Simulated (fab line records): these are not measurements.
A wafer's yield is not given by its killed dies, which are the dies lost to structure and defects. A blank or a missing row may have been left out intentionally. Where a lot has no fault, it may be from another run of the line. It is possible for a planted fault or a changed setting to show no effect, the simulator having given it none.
Chamber matching | flow sky130 | 4 sister chambers for SKY_CONTACT_CMP_04 on cmp-01
The step polishes SiO2. 27 wafers are shown with their chamber, then 12 later ones without.

## WAFERS PAIRED WITH THEIR CHAMBERS
wafer  | chamber | motor current A (A) | head pressure psi (psi) | slurry flow ml min
L076.1 | 3       | 12.4                | 4.003                   | 150.3
L076.2 | 1       | 12.7                | 3.997                   | 150.6
L076.5 | 0       | 11.0                | 4.011                   | 149.5
L077.2 | 1       | 12.7                | 4.005                   | 151.0
L077.3 | 2       | 14.3                | 4.004                   | 149.2
L077.6 | 2       | 13.3                | 3.998                   | 150.2
L078.3 | 3       | 12.5                | 3.993                   | 150.3
L078.5 | 0       | 12.1                | 3.994                   | 150.3
L078.6 | 1       | 13.4                | 3.990                   | 149.7
L079.2 | 3       | 12.0                | 4.008                   | 149.9
L079.3 | 1       | 13.5                | 3.999                   | 149.8
L079.4 | 2       | 14.1                | 3.986                   | 149.3
L080.2 | 3       | 12.8                | 3.995                   | 150.7
L080.4 | 2       | 14.8                | 3.995                   | 150.4
L080.6 | 2       | 13.7                | 4.000                   | 150.6
L081.3 | 2       | 13.9                | 3.992                   | 149.8
L081.4 | 1       | 12.3                | 4.014                   | 149.9
L081.5 | 0       | 12.4                | 4.000                   | 150.0
L084.2 | 0       | 12.0                | 3.986                   | 149.6
L084.5 | 3       | 12.2                | 4.003                   | 150.2
L084.6 | 2       | 13.5                | 3.991                   | 149.7
L086.2 | 2       | 14.1                | 3.992                   | 149.3
L086.4 | 3       | 12.3                | 4.003                   | 150.3
L086.6 | 0       | 12.1                | 4.005                   | 150.2
L087.1 | 1       | 12.5                | 4.014                   | 150.2
L087.2 | 3       | 11.7                | 3.999                   | 149.2
L087.3 | 2       | 13.8                | 3.999                   | 150.1

SIGNATURES (means of the wafers above)
reading            | chamber 0 | chamber 1 | chamber 2 | chamber 3 | scatter within a chamber
motor current A    | 11.920    | 12.850    | 13.944    | 12.271    | 0.452
head pressure psi  | 3.99920   | 4.00317   | 3.99522   | 4.00057   | 0.00737
slurry flow ml min | 149.920   | 150.200   | 149.844   | 150.129   | 0.478
Rule: distance of a wafer from a chamber = root of the sum over the readings of ((wafer's reading minus chamber's mean) / reading's scatter) squared. The wafer belongs to the nearest chamber; if the next one is less than 2 further off, it can't be placed. The scatter is the square root of a quotient: the sum, over the shown wafers, of each reading's squared deviation from its chamber's mean, divided by wafers minus chambers.

## WAFERS WITHOUT THEIR CHAMBER
wafer  | motor current A (A) | head pressure psi (psi) | slurry flow ml min
L089.3 | 11.9                | 3.999                   | 150.1
L089.5 | 13.1                | 3.987                   | 149.8
L089.6 | 11.5                | 4.000                   | 150.2
L090.1 | 11.5                | 3.995                   | 151.0
L090.4 | 12.2                | 3.998                   | 150.0
L090.5 | 14.4                | 3.999                   | 149.3
L091.2 | 12.7                | 4.010                   | 150.0
L091.4 | 11.6                | 3.997                   | 149.7
L091.5 | 12.6                | 3.996                   | 150.4
L097.1 | 12.1                | 3.996                   | 150.2
L097.2 | 11.7                | 4.001                   | 150.2
L097.5 | 12.2                | 3.998                   | 150.4

## CHAMBER TAKEN BY EACH
wafer  | from the rows above               | in truth
L089.3 | can't be placed: 0 or 3 or 1      | 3
L089.5 | can't be placed: 2 or 1 or 3 or 0 | 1
L089.6 | can't be placed: 0 or 3 or 1      | 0
L090.1 | can't be placed: 0 or 3 or 1      | 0
L090.4 | can't be placed: 3 or 0 or 1      | 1
L090.5 | 2                                 | 2
L091.2 | can't be placed: 1 or 3 or 0      | 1
L091.4 | can't be placed: 0 or 3           | 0
L091.5 | can't be placed: 3 or 1 or 0      | 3
L097.1 | can't be placed: 3 or 0 or 1      | 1
L097.2 | can't be placed: 0 or 3 or 1      | 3
L097.5 | can't be placed: 3 or 0 or 1      | 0
Correct placement for 1 of the 12. Unplaceable from these rows: 11, with the true chamber sitting among the candidates in 11. Wrongly placed: 0.
